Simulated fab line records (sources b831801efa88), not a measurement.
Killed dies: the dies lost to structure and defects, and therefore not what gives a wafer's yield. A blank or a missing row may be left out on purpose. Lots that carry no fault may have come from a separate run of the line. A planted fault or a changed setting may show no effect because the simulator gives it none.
Which tool did it? + flow gf180mcu + Sampling: 11 lots, 33 wafers, 7 of 602 route steps

WHAT THE GAUGES SHOWED, per wafer
GF_NWELL_OVL_MEAS_07.
| lot  | measured    | on         | NWELL_OVL (nm) |
|------|-------------|------------|----------------|
| L920 | day 3 09:46 | overlay-02 | 1.7 0.2 0.7    |
| L921 | day 3 14:07 | overlay-02 | 2.2 4.0 1.8    |
| L925 | day 4 12:16 | overlay-01 | 1.1 2.8 1.6    |
| L931 | day 5 19:51 | overlay-01 | - - -          |
| L936 | day 7 08:45 | overlay-02 | 2.0 3.1 1.6    |
| L938 | day 7 19:10 | overlay-02 | 0.8 -0.5 -0.4  |
| L939 | day 7 22:01 | overlay-01 | 1.8 3.1 3.2    |
| L941 | day 8 03:18 | overlay-01 | 3.9 1.4 2.0    |
| L940 | day 8 04:24 | overlay-01 | 4.3 1.1 2.8    |
| L942 | day 8 12:10 | overlay-02 | 1.5 0.0 0.4    |
| L943 | day 8 15:43 | overlay-01 | 0.1 2.8 1.6    |

GF_NWELL_TW_MEAS_11.
| lot  | measured    | on            | NWELL_TW       |
|------|-------------|---------------|----------------|
| L920 | day 3 10:12 | film_metro-02 | 1553 1561 1552 |
| L921 | day 3 14:33 | film_metro-01 | 1563 1577 1563 |
| L925 | day 4 12:43 | film_metro-04 | 1589 1589 1582 |
| L931 | day 5 20:17 | film_metro-02 | 30 30 30       |
| L936 | day 7 09:11 | film_metro-04 | 1582 1583 1587 |
| L938 | day 7 19:37 | film_metro-02 | 1558 1547 1557 |
| L939 | day 7 22:27 | film_metro-04 | 1574 1575 1587 |
| L941 | day 8 03:44 | film_metro-02 | 1548 1548 1547 |
| L940 | day 8 04:50 | film_metro-01 | 1582 1586 1596 |
| L942 | day 8 12:35 | film_metro-01 | 1576 1578 1585 |
| L943 | day 8 16:09 | film_metro-04 | 1584 1585 1583 |

GF_LVPWELL_TW_MEAS_11.
| lot  | measured    | on            | LVPWELL_TW     |
|------|-------------|---------------|----------------|
| L920 | day 3 23:45 | film_metro-04 | 560 563 563    |
| L921 | day 4 04:48 | film_metro-04 | 563 565 564    |
| L925 | day 5 03:07 | film_metro-02 | 551 551 550    |
| L931 | day 6 10:33 | film_metro-01 | 1594 1594 1594 |
| L936 | day 8 01:27 | film_metro-02 | 550 552 550    |
| L938 | day 8 12:04 | film_metro-04 | 560 562 563    |
| L939 | day 8 14:27 | film_metro-04 | 561 566 561    |
| L941 | day 8 20:26 | film_metro-04 | 565 561 559    |
| L940 | day 8 21:15 | film_metro-04 | 559 562 564    |
| L942 | day 9 06:11 | film_metro-02 | 553 552 551    |
| L943 | day 9 09:16 | film_metro-02 | 553 551 557    |

GF_HV_LDD_CD_MEAS_07 targets a cd of 400 nm.
| lot  | measured     | on        | cd_nm (nm)        |
|------|--------------|-----------|-------------------|
| L920 | day 10 07:43 | cd_sem-02 | 398.0 400.6 399.0 |
| L921 | day 10 10:28 | cd_sem-01 | 401.3 399.7 401.9 |
| L925 | day 11 13:20 | cd_sem-02 | 396.9 397.1 396.6 |
| L931 | day 13 12:33 | cd_sem-02 | 402.5 403.1 404.1 |
| L936 | day 15 10:45 | cd_sem-01 | 396.9 398.0 396.7 |
| L938 | day 15 22:59 | cd_sem-01 | 399.1 400.4 399.2 |
| L939 | day 16 05:08 | cd_sem-02 | 397.4 399.3 397.3 |
| L941 | day 16 08:51 | cd_sem-02 | 398.5 401.0 400.3 |
| L940 | day 16 12:37 | cd_sem-02 | 396.9 396.3 399.5 |
| L942 | day 17 01:25 | cd_sem-01 | 399.8 401.1 398.3 |
| L943 | day 17 08:04 | cd_sem-01 | 401.4 402.3 400.7 |

EACH LOT AND THE TOOL THAT RAN IT (in order: tool; ch and the chambers of the sampled wafers; start)
| lot  | GF_NWELL_EXPOSE_04                 | GF_POLY_GATE_ETCH_13             | GF_POLY_GATE_STRIP_14                |
|------|------------------------------------|----------------------------------|--------------------------------------|
| L920 | iline_stepper-02 ch 0, day 3 03:49 | rie_si-01 ch 0,2,3, day 9 12:10  | plasma_asher-02 ch 0,1, day 9 12:13  |
| L921 | iline_stepper-01 ch 0, day 3 07:39 | rie_si-01 ch 0,2, day 9 15:43    | plasma_asher-02 ch 0,1, day 9 15:46  |
| L925 | iline_stepper-01 ch 0, day 4 05:28 | rie_si-01 ch 0,1,2, day 10 16:22 | plasma_asher-02 ch 0,1, day 10 16:27 |
| L931 | iline_stepper-01 ch 0, day 5 13:11 | rie_si-01 ch 0,1, day 12 14:22   | plasma_asher-04 ch 0,1, day 12 14:25 |
| L936 | iline_stepper-02 ch 0, day 7 00:37 | rie_si-02 ch 0,1,2, day 14 11:12 | plasma_asher-02 ch 0,1, day 14 11:16 |
| L938 | iline_stepper-01 ch 0, day 7 11:04 | rie_si-02 ch 1,2, day 14 23:40   | plasma_asher-04 ch 0,1, day 14 23:45 |
| L939 | iline_stepper-01 ch 0, day 7 14:10 | rie_si-01 ch 0,2,3, day 15 04:27 | plasma_asher-03 ch 0,1, day 15 04:31 |
| L941 | iline_stepper-02 ch 0, day 7 19:43 | rie_si-02 ch 2,3, day 15 09:42   | plasma_asher-04 ch 0,1, day 15 09:46 |
| L940 | iline_stepper-02 ch 0, day 7 20:15 | rie_si-01 ch 1,2,3, day 15 12:16 | plasma_asher-03 ch 0,1, day 15 12:19 |
| L942 | iline_stepper-02 ch 0, day 8 04:46 | rie_si-01 ch 1,2, day 16 02:03   | plasma_asher-02 ch 0,1, day 16 02:07 |
| L943 | iline_stepper-01 ch 0, day 8 08:05 | rie_si-01 ch 1,3, day 16 07:30   | plasma_asher-04 ch 0,1, day 16 07:34 |
- GF_NWELL_EXPOSE_04: exposes mask Nwell, target cd 860 nm.
- GF_POLY_GATE_ETCH_13: etches poly-Si in HBr/Cl2, stops on SiO2, target depth 198.5 nm, time 69.6 s.
- GF_POLY_GATE_STRIP_14: strips in O2/N2.

WHAT THE TOOLS THEMSELVES READ (means of the sampled wafers that have a number; where no wafer has one, the mark that the record gives instead)
GF_NWELL_EXPOSE_04.
| lot  | tool             | reticle_temp_C (C) |
|------|------------------|--------------------|
| L920 | iline_stepper-02 | 23.01              |
| L921 | iline_stepper-01 | 23.15              |
| L925 | iline_stepper-01 | 22.90              |
| L931 | iline_stepper-01 | 23.04              |
| L936 | iline_stepper-02 | 22.86              |
| L938 | iline_stepper-01 | 23.07              |
| L939 | iline_stepper-01 | 22.97              |
| L941 | iline_stepper-02 | 23.04              |
| L940 | iline_stepper-02 | 23.02              |
| L942 | iline_stepper-02 | 23.11              |
| L943 | iline_stepper-01 | 23.02              |

GF_POLY_GATE_ETCH_13.
| lot  | tool      | drypump_motor_current_A (A) | oes_product_au (a.u.) | rf_fwd_power_W (W) | throttle_valve_pct (%) |
|------|-----------|-----------------------------|-----------------------|--------------------|------------------------|
| L920 | rie_si-01 | 6.0                         | 0.998                 | 396.8              | 33.683                 |
| L921 | rie_si-01 | 6.3                         | 0.982                 | 396.1              | 33.693                 |
| L925 | rie_si-01 | 6.1                         | 1.003                 | 396.2              | 33.684                 |
| L931 | rie_si-01 | 6.4                         | 1.005                 | 395.8              | 33.688                 |
| L936 | rie_si-02 | 5.4                         | 0.980                 | 397.2              | 33.681                 |
| L938 | rie_si-02 | 5.6                         | 0.991                 | 395.9              | 33.681                 |
| L939 | rie_si-01 | 6.0                         | 0.997                 | 396.6              | 33.679                 |
| L941 | rie_si-02 | 5.7                         | 0.981                 | 396.8              | 33.688                 |
| L940 | rie_si-01 | 5.8                         | 0.995                 | 397.5              | 33.681                 |
| L942 | rie_si-01 | 5.8                         | 0.991                 | 398.0              | 33.688                 |
| L943 | rie_si-01 | 6.0                         | 0.998                 | 398.8              | 33.684                 |

GF_POLY_GATE_STRIP_14.
| lot  | tool            | drypump_motor_current_A (A) | heater_power_w (W) | oes_product_au (a.u.) |
|------|-----------------|-----------------------------|--------------------|-----------------------|
| L920 | plasma_asher-02 | 5.98                        | 370                | 0.505                 |
| L921 | plasma_asher-02 | 5.98                        | 409                | 0.505                 |
| L925 | plasma_asher-02 | 5.99                        | 404                | 0.504                 |
| L931 | plasma_asher-04 | 5.93                        | 357                | 0.504                 |
| L936 | plasma_asher-02 | 5.96                        | 364                | 0.508                 |
| L938 | plasma_asher-04 | 5.75                        | 340                | 0.501                 |
| L939 | plasma_asher-03 | 5.59                        | 359                | 0.504                 |
| L941 | plasma_asher-04 | 5.73                        | 344                | 0.501                 |
| L940 | plasma_asher-03 | 5.59                        | 360                | 0.504                 |
| L942 | plasma_asher-02 | 5.98                        | 365                | 0.502                 |
| L943 | plasma_asher-04 | 5.75                        | 338                | 0.507                 |

THE ANSWER, worked out from the rows above alone
Rule: the lots themselves supply what counts as usual. Put in order of their means at a reading, lots are off if they are a third of the lots or fewer, leave a main group of 4 or more, and stand apart from it by a gap of 3 or more times the standard deviation of the main group's means; of several such gaps the widest counts. A main group is skipped when, at the precision printed for the reading in the tables above, its means are all equal. Also off: a lot with no number at a reading for which 4 or more lots have one. Any other lot the step has rows for is counted as sound. First the gauges in route order, then the tools' own readings, where a lot's mean is used as printed above. At the first step where some lot is off, the reading lying furthest off is the one used; lots without a number count as furthest.
Off: L931, seen at GF_NWELL_OVL_MEAS_07 (NWELL_OVL). Without a number there: L931. The main group has a mean of 1.8 nm with a standard deviation of 0.93.
A tool fits if, at a process step before that reading, it ran every lot that is off, and no sound lot after the first of them. Not tried: the gauges at GF_NWELL_OVL_MEAS_07; whatever is off there is also off at GF_NWELL_TW_MEAS_11, on other tools, and gauge error can't account for it. Not one of the candidates tried fits.

WHAT WAS PUT IN BY THE SIMULATOR
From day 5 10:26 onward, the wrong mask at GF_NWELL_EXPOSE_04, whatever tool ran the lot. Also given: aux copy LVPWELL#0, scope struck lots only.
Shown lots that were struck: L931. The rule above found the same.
